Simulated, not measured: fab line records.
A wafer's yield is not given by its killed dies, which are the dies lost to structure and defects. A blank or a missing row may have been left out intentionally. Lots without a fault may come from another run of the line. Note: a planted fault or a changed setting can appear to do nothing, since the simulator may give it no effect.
Which tool did it? || flow gf180mcu || 13 lots, 39 wafers sampled, at 5 steps of a route of 602

WHAT THE GAUGES SHOWED, per wafer
GF_V3_OVL_MEAS_15. Usual: V3_OVL typically reads 1 nm, with standard deviation 5.4.
{"lot": "L704", "measured": "day 22 13:01", "on": "overlay-01", "V3_OVL (nm)": "0 3 1", "flag": ""}
{"lot": "L706", "measured": "day 23 08:05", "on": "overlay-01", "V3_OVL (nm)": "4 3 -1", "flag": ""}
{"lot": "L708", "measured": "day 24 05:52", "on": "overlay-02", "V3_OVL (nm)": "0 0 1", "flag": ""}
{"lot": "L710", "measured": "day 24 21:19", "on": "overlay-02", "V3_OVL (nm)": "3 8 6", "flag": ""}
{"lot": "L711", "measured": "day 25 18:18", "on": "overlay-02", "V3_OVL (nm)": "-10 -1 -9", "flag": ""}
{"lot": "L712", "measured": "day 26 01:58", "on": "overlay-01", "V3_OVL (nm)": "9 4 10", "flag": ""}
{"lot": "L713", "measured": "day 26 11:02", "on": "overlay-02", "V3_OVL (nm)": "-8 2 -5", "flag": ""}
{"lot": "L714", "measured": "day 26 13:06", "on": "overlay-01", "V3_OVL (nm)": "6 6 4", "flag": ""}
{"lot": "L717", "measured": "day 27 06:55", "on": "overlay-01", "V3_OVL (nm)": "-5 -10 -4", "flag": ""}
{"lot": "L718", "measured": "day 27 19:48", "on": "overlay-01", "V3_OVL (nm)": "-8 -4 -2", "flag": ""}
{"lot": "L719", "measured": "day 27 20:34", "on": "overlay-02", "V3_OVL (nm)": "4 -1 10", "flag": ""}
{"lot": "L721", "measured": "day 28 10:15", "on": "overlay-01", "V3_OVL (nm)": "-6 0 -3", "flag": ""}
{"lot": "L726", "measured": "day 29 12:18", "on": "overlay-02", "V3_OVL (nm)": "12 8 13", "flag": ""}

GF_PASSIVATION_THK_MEAS_03. Usual: PASSIVATION_CVD_02_THK typically reads 698 nm, with standard deviation 8.8.
{"lot": "L704", "measured": "day 28 06:19", "on": "filmMetro-01", "PASSIVATION_CVD_02_THK (nm)": "690 703 695", "flag": ""}
{"lot": "L706", "measured": "day 28 22:12", "on": "filmMetro-02", "PASSIVATION_CVD_02_THK (nm)": "701 708 705", "flag": ""}
{"lot": "L708", "measured": "day 29 17:05", "on": "filmMetro-01", "PASSIVATION_CVD_02_THK (nm)": "692 692 699", "flag": ""}
{"lot": "L710", "measured": "day 30 05:55", "on": "filmMetro-02", "PASSIVATION_CVD_02_THK (nm)": "695 696 708", "flag": ""}
{"lot": "L711", "measured": "day 30 22:40", "on": "filmMetro-03", "PASSIVATION_CVD_02_THK (nm)": "693 695 709", "flag": ""}
{"lot": "L712", "measured": "day 31 06:44", "on": "filmMetro-03", "PASSIVATION_CVD_02_THK (nm)": "678 684 691", "flag": ""}
{"lot": "L713", "measured": "day 31 13:40", "on": "filmMetro-03", "PASSIVATION_CVD_02_THK (nm)": "710 709 709", "flag": ""}
{"lot": "L714", "measured": "day 31 16:36", "on": "filmMetro-03", "PASSIVATION_CVD_02_THK (nm)": "681 695 700", "flag": ""}
{"lot": "L717", "measured": "day 32 06:13", "on": "filmMetro-02", "PASSIVATION_CVD_02_THK (nm)": "690 694 707", "flag": ""}
{"lot": "L718", "measured": "day 32 18:11", "on": "filmMetro-03", "PASSIVATION_CVD_02_THK (nm)": "1185 701 706", "flag": "OFF"}
{"lot": "L719", "measured": "day 32 20:09", "on": "filmMetro-02", "PASSIVATION_CVD_02_THK (nm)": "692 686 1189", "flag": "OFF"}
{"lot": "L721", "measured": "day 33 07:39", "on": "filmMetro-01", "PASSIVATION_CVD_02_THK (nm)": "683 685 681", "flag": ""}
{"lot": "L726", "measured": "day 34 03:48", "on": "filmMetro-03", "PASSIVATION_CVD_02_THK (nm)": "697 702 703", "flag": ""}

EACH LOT AND THE TOOL THAT RAN IT (in order: tool; ch and the chambers of the sampled wafers; start)
{"lot": "L704", "GF_M4_SPUTTER_02": "pvdSputter-03, day 22 14:32", "GF_MIM_SPUTTER_09": "pvdSputter-03, day 24 14:47", "GF_PASSIVATION_CVD_02": "pecvd-04 ch 0,1,2, day 28 06:01"}
{"lot": "L706", "GF_M4_SPUTTER_02": "pvdSputter-01, day 23 09:53", "GF_MIM_SPUTTER_09": "pvdSputter-01, day 25 09:23", "GF_PASSIVATION_CVD_02": "pecvd-03 ch 0,1, day 28 21:55"}
{"lot": "L708", "GF_M4_SPUTTER_02": "pvdSputter-03, day 24 07:23", "GF_MIM_SPUTTER_09": "pvdSputter-03, day 26 05:39", "GF_PASSIVATION_CVD_02": "pecvd-03 ch 0,1,2, day 29 16:46"}
{"lot": "L710", "GF_M4_SPUTTER_02": "pvdSputter-02, day 24 22:52", "GF_MIM_SPUTTER_09": "pvdSputter-01, day 26 19:58", "GF_PASSIVATION_CVD_02": "pecvd-03 ch 0,1,2, day 30 05:38"}
{"lot": "L711", "GF_M4_SPUTTER_02": "pvdSputter-03, day 25 19:52", "GF_MIM_SPUTTER_09": "pvdSputter-04, day 27 15:56", "GF_PASSIVATION_CVD_02": "pecvd-01 ch 1,2, day 30 22:22"}
{"lot": "L712", "GF_M4_SPUTTER_02": "pvdSputter-01, day 26 03:29", "GF_MIM_SPUTTER_09": "pvdSputter-01, day 27 22:59", "GF_PASSIVATION_CVD_02": "pecvd-01 ch 0,2, day 31 06:26"}
{"lot": "L713", "GF_M4_SPUTTER_02": "pvdSputter-01, day 26 12:34", "GF_MIM_SPUTTER_09": "pvdSputter-03, day 28 07:51", "GF_PASSIVATION_CVD_02": "pecvd-03 ch 0,1,2, day 31 13:22"}
{"lot": "L714", "GF_M4_SPUTTER_02": "pvdSputter-03, day 26 14:40", "GF_MIM_SPUTTER_09": "pvdSputter-01, day 28 09:07", "GF_PASSIVATION_CVD_02": "pecvd-03 ch 0,2, day 31 16:19"}
{"lot": "L717", "GF_M4_SPUTTER_02": "pvdSputter-03, day 27 08:46", "GF_MIM_SPUTTER_09": "pvdSputter-03, day 29 02:11", "GF_PASSIVATION_CVD_02": "pecvd-01 ch 1,2, day 32 05:55"}
{"lot": "L718", "GF_M4_SPUTTER_02": "pvdSputter-01, day 27 21:23", "GF_MIM_SPUTTER_09": "pvdSputter-03, day 29 14:29", "GF_PASSIVATION_CVD_02": "pecvd-03 ch 0,1,2, day 32 17:54"}
{"lot": "L719", "GF_M4_SPUTTER_02": "pvdSputter-02, day 27 22:07", "GF_MIM_SPUTTER_09": "pvdSputter-03, day 29 16:02", "GF_PASSIVATION_CVD_02": "pecvd-03 ch 0,1,2, day 32 19:52"}
{"lot": "L721", "GF_M4_SPUTTER_02": "pvdSputter-03, day 28 11:49", "GF_MIM_SPUTTER_09": "pvdSputter-01, day 30 05:16", "GF_PASSIVATION_CVD_02": "pecvd-01 ch 0,1,2, day 33 07:22"}
{"lot": "L726", "GF_M4_SPUTTER_02": "pvdSputter-01, day 29 13:49", "GF_MIM_SPUTTER_09": "pvdSputter-03, day 31 05:44", "GF_PASSIVATION_CVD_02": "pecvd-04 ch 0,2, day 34 03:22"}
- GF_M4_SPUTTER_02: material AlCu, target thk 450 nm, time 23.9 s.
- GF_MIM_SPUTTER_09: material TiN, target thk 35 nm, time 29.2 s.
- GF_PASSIVATION_CVD_02: deposits Si3N4, target thk 700 nm, time 486.18 s.

WHAT THE TOOLS THEMSELVES READ (means of the sampled wafers that have a number; where no wafer has one, the mark that the record gives instead)
GF_M4_SPUTTER_02. Usual: throttleValvePct 30.2 %, standard deviation 1.3.
{"lot": "L704", "tool": "pvdSputter-03", "throttleValvePct (%)": 29.5, "flag": ""}
{"lot": "L706", "tool": "pvdSputter-01", "throttleValvePct (%)": 30.5, "flag": ""}
{"lot": "L708", "tool": "pvdSputter-03", "throttleValvePct (%)": 30.8, "flag": ""}
{"lot": "L710", "tool": "pvdSputter-02", "throttleValvePct (%)": 30.6, "flag": ""}
{"lot": "L711", "tool": "pvdSputter-03", "throttleValvePct (%)": 30.6, "flag": ""}
{"lot": "L712", "tool": "pvdSputter-01", "throttleValvePct (%)": 29.3, "flag": ""}
{"lot": "L713", "tool": "pvdSputter-01", "throttleValvePct (%)": 29.4, "flag": ""}
{"lot": "L714", "tool": "pvdSputter-03", "throttleValvePct (%)": 30.5, "flag": ""}
{"lot": "L717", "tool": "pvdSputter-03", "throttleValvePct (%)": 30.4, "flag": ""}
{"lot": "L718", "tool": "pvdSputter-01", "throttleValvePct (%)": 29.1, "flag": ""}
{"lot": "L719", "tool": "pvdSputter-02", "throttleValvePct (%)": 30.5, "flag": ""}
{"lot": "L721", "tool": "pvdSputter-03", "throttleValvePct (%)": 30.9, "flag": ""}
{"lot": "L726", "tool": "pvdSputter-01", "throttleValvePct (%)": 29.2, "flag": ""}

GF_MIM_SPUTTER_09. Usual: throttleValvePct 30.1 %, standard deviation 1.1.
{"lot": "L704", "tool": "pvdSputter-03", "throttleValvePct (%)": 31.5, "flag": ""}
{"lot": "L706", "tool": "pvdSputter-01", "throttleValvePct (%)": 30.3, "flag": ""}
{"lot": "L708", "tool": "pvdSputter-03", "throttleValvePct (%)": 31.0, "flag": ""}
{"lot": "L710", "tool": "pvdSputter-01", "throttleValvePct (%)": 29.3, "flag": ""}
{"lot": "L711", "tool": "pvdSputter-04", "throttleValvePct (%)": 30.8, "flag": ""}
{"lot": "L712", "tool": "pvdSputter-01", "throttleValvePct (%)": 29.8, "flag": ""}
{"lot": "L713", "tool": "pvdSputter-03", "throttleValvePct (%)": 30.3, "flag": ""}
{"lot": "L714", "tool": "pvdSputter-01", "throttleValvePct (%)": 29.4, "flag": ""}
{"lot": "L717", "tool": "pvdSputter-03", "throttleValvePct (%)": 30.4, "flag": ""}
{"lot": "L718", "tool": "pvdSputter-03", "throttleValvePct (%)": 29.6, "flag": ""}
{"lot": "L719", "tool": "pvdSputter-03", "throttleValvePct (%)": 30.8, "flag": ""}
{"lot": "L721", "tool": "pvdSputter-01", "throttleValvePct (%)": 29.4, "flag": ""}
{"lot": "L726", "tool": "pvdSputter-03", "throttleValvePct (%)": 30.9, "flag": ""}

GF_PASSIVATION_CVD_02. Usual: heaterPowerW 732 W, standard deviation 110.
{"lot": "L704", "tool": "pecvd-04", "heaterPowerW (W)": 624, "flag": ""}
{"lot": "L706", "tool": "pecvd-03", "heaterPowerW (W)": 687, "flag": ""}
{"lot": "L708", "tool": "pecvd-03", "heaterPowerW (W)": 779, "flag": ""}
{"lot": "L710", "tool": "pecvd-03", "heaterPowerW (W)": 805, "flag": ""}
{"lot": "L711", "tool": "pecvd-01", "heaterPowerW (W)": 719, "flag": ""}
{"lot": "L712", "tool": "pecvd-01", "heaterPowerW (W)": 658, "flag": ""}
{"lot": "L713", "tool": "pecvd-03", "heaterPowerW (W)": 759, "flag": ""}
{"lot": "L714", "tool": "pecvd-03", "heaterPowerW (W)": 838, "flag": ""}
{"lot": "L717", "tool": "pecvd-01", "heaterPowerW (W)": 693, "flag": ""}
{"lot": "L718", "tool": "pecvd-03", "heaterPowerW (W)": 783, "flag": ""}
{"lot": "L719", "tool": "pecvd-03", "heaterPowerW (W)": 746, "flag": ""}
{"lot": "L721", "tool": "pecvd-01", "heaterPowerW (W)": 755, "flag": ""}
{"lot": "L726", "tool": "pecvd-04", "heaterPowerW (W)": 709, "flag": ""}

THE ANSWER, worked out from the rows above alone
Rule: a lot counts as off when the mean over its wafers that have a number is more than 3 standard deviations away from the usual mean. A lot without any number at a reading at which 4 lots or more have one is off too. The other lots that the step has rows for count as sound. The gauges are gone through in route order, then the tools' own readings, and for those a lot's mean is taken as printed above. The first step at which some lot is off is used, and at that step the reading that is off furthest; a lot without a number counts as furthest.
Off: L718, L719, at GF_PASSIVATION_THK_MEAS_03 (PASSIVATION_CVD_02_THK).
A tool fits if, at a process step before that reading, it ran every lot that is off, and no sound lot after the first of them. Gauges at GF_PASSIVATION_THK_MEAS_03: tried the same way as those tools. One candidate fits, namely pecvd-03 at GF_PASSIVATION_CVD_02. Its last sound lot is L714 (day 31 16:19), its first lot that is off L718 (day 32 17:54): a fault that began between those two fits.

WHAT HAD BEEN PUT IN BY THE SIMULATOR
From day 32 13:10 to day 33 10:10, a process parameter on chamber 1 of pecvd-03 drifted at GF_PASSIVATION_CVD_02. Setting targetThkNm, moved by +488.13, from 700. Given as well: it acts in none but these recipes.
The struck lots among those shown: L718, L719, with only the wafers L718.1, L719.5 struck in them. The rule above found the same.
